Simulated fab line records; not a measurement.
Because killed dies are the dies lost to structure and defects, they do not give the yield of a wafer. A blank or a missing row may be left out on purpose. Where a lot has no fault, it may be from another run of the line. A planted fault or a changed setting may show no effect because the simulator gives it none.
Which of the tools did it? | flow sky130 | Sampling: 13 lots, 39 wafers, 3 of 708 route steps

== WHAT THE GAUGES SHOWED, per wafer ==
SKY_LOCAL_INTERCONNECT_OVL_MEAS_12.
lot  | measured     | on         | LOCAL_INTERCONNECT_OVL (nm)
L690 | day 30 03:53 | overlay-02 | -5 -6 -7
L693 | day 31 08:08 | overlay-02 | -3 -7 2
L694 | day 31 17:11 | overlay-02 | 2 -5 -1
L695 | day 32 05:08 | overlay-02 | 2 -1 -6
L697 | day 32 22:55 | overlay-01 | -11 -10 -9
L698 | day 33 06:20 | overlay-01 | -7 -2 -6
L699 | day 33 09:02 | overlay-01 | 0 -2 3
L700 | day 33 19:53 | overlay-01 | 1 6 12
L706 | day 35 11:53 | overlay-02 | -6 -4 -8
L709 | day 36 14:23 | overlay-01 | 2 1 1
L711 | day 37 12:38 | overlay-02 | -1 -4 -3
L712 | day 37 16:08 | overlay-02 | -18 -10 -12
L713 | day 37 21:01 | overlay-02 | -2 -1 2

SKY_CONTACT_THK_MEAS_01.
lot  | measured     | on            | CONTACT_CVD_00_THK (nm)
L690 | day 30 05:01 | film metro-01 | 74.7 76.7 76.3
L693 | day 31 08:55 | film metro-01 | 73.5 73.1 75.2
L694 | day 31 18:02 | film metro-04 | 73.2 73.6 75.1
L695 | day 32 05:56 | film metro-01 | 73.6 74.8 74.3
L697 | day 32 23:49 | film metro-02 | 75.1 74.9 75.7
L698 | day 33 07:17 | film metro-02 | 74.2 76.0 75.6
L699 | day 33 09:56 | film metro-01 | 73.0 72.7 73.5
L700 | day 33 20:46 | film metro-02 | 74.2 73.2 74.2
L706 | day 35 12:41 | film metro-02 | 74.0 91.9 75.3 74.0 91.9 75.3
L709 | day 36 15:11 | film metro-01 | 73.4 73.9 74.5
L711 | day 37 13:29 | film metro-01 | 74.5 75.0 77.3
L712 | day 37 17:20 | film metro-01 | 74.8 75.4 76.4
L713 | day 37 21:52 | film metro-04 | 74.3 74.4 76.1

== WHAT TOOL EACH LOT RAN ON (gives the tool, then ch and the chambers of the sampled wafers, and finally the start) ==
lot  | SKY_CONTACT_CVD_00
L690 | pecvd-03 ch 0,1,2, day 30 04:58
L693 | pecvd-01 ch 0,1,2, day 31 08:53
L694 | pecvd-04 ch 0,1,2, day 31 18:00
L695 | pecvd-03 ch 1,2, day 32 05:55
L697 | pecvd-04 ch 0,1, day 32 23:47
L698 | pecvd-03 ch 2, day 33 07:14
L699 | pecvd-04 ch 0,1,2, day 33 09:53
L700 | pecvd-01 ch 1,2, day 33 20:44
L706 | pecvd-03 ch 0,2, day 35 12:38
L709 | pecvd-04 ch 0,2, day 36 15:09
L711 | pecvd-01 ch 1,2, day 37 13:26
L712 | pecvd-04 ch 0,1, day 37 17:16
L713 | pecvd-01 ch 0,1,2, day 37 21:49
- SKY_CONTACT_CVD_00: deposits Si3N4, target thk 75 nm.

== WHAT THE TOOLS THEMSELVES READ (means of the sampled wafers that have a number; where no wafer has one, the mark that the record gives instead) ==
SKY_CONTACT_CVD_00.
lot  | tool     | heater power w (W)
L690 | pecvd-03 | 720
L693 | pecvd-01 | 614
L694 | pecvd-04 | 765
L695 | pecvd-03 | 712
L697 | pecvd-04 | 688
L698 | pecvd-03 | 782
L699 | pecvd-04 | 708
L700 | pecvd-01 | 606
L706 | pecvd-03 | 743
L709 | pecvd-04 | 713
L711 | pecvd-01 | 566
L712 | pecvd-04 | 772
L713 | pecvd-01 | 660

== THE ANSWER, worked out from the rows above alone ==
Rule: the usual values come from the lots themselves. The widest of any qualifying gaps counts: lots, ordered by their means at a reading, are off when they make up no more than a third of the lots, leave a main group of 4 or more, and stand apart from it by 3 or more times the standard deviation of that group's means. Not used: any main group whose means are identical at the precision the tables above print for the reading. Also off: a lot with no number at a reading for which 4 or more lots have one. The other lots that the step has rows for count as sound. Order of review: gauges by route order, followed by the tools' own readings, for which a lot's mean as printed above is used. At the first step where some lot is off, the reading lying furthest off is the one used; lots without a number count as furthest.
Off: L706, seen at SKY_CONTACT_THK_MEAS_01 (CONTACT_CVD_00_THK). The main group has a mean of 74.6 nm with a standard deviation of 0.86.
A tool fits if, at a process step before that reading, it ran every lot that is off, and no sound lot after the first of them. The gauges at SKY_CONTACT_THK_MEAS_01 are tried like those tools. This does not decide it: 2 tools fit, namely pecvd-03 at SKY_CONTACT_CVD_00 and film metro-02 at SKY_CONTACT_THK_MEAS_01.

== WHAT THE SIMULATOR PUT IN ==
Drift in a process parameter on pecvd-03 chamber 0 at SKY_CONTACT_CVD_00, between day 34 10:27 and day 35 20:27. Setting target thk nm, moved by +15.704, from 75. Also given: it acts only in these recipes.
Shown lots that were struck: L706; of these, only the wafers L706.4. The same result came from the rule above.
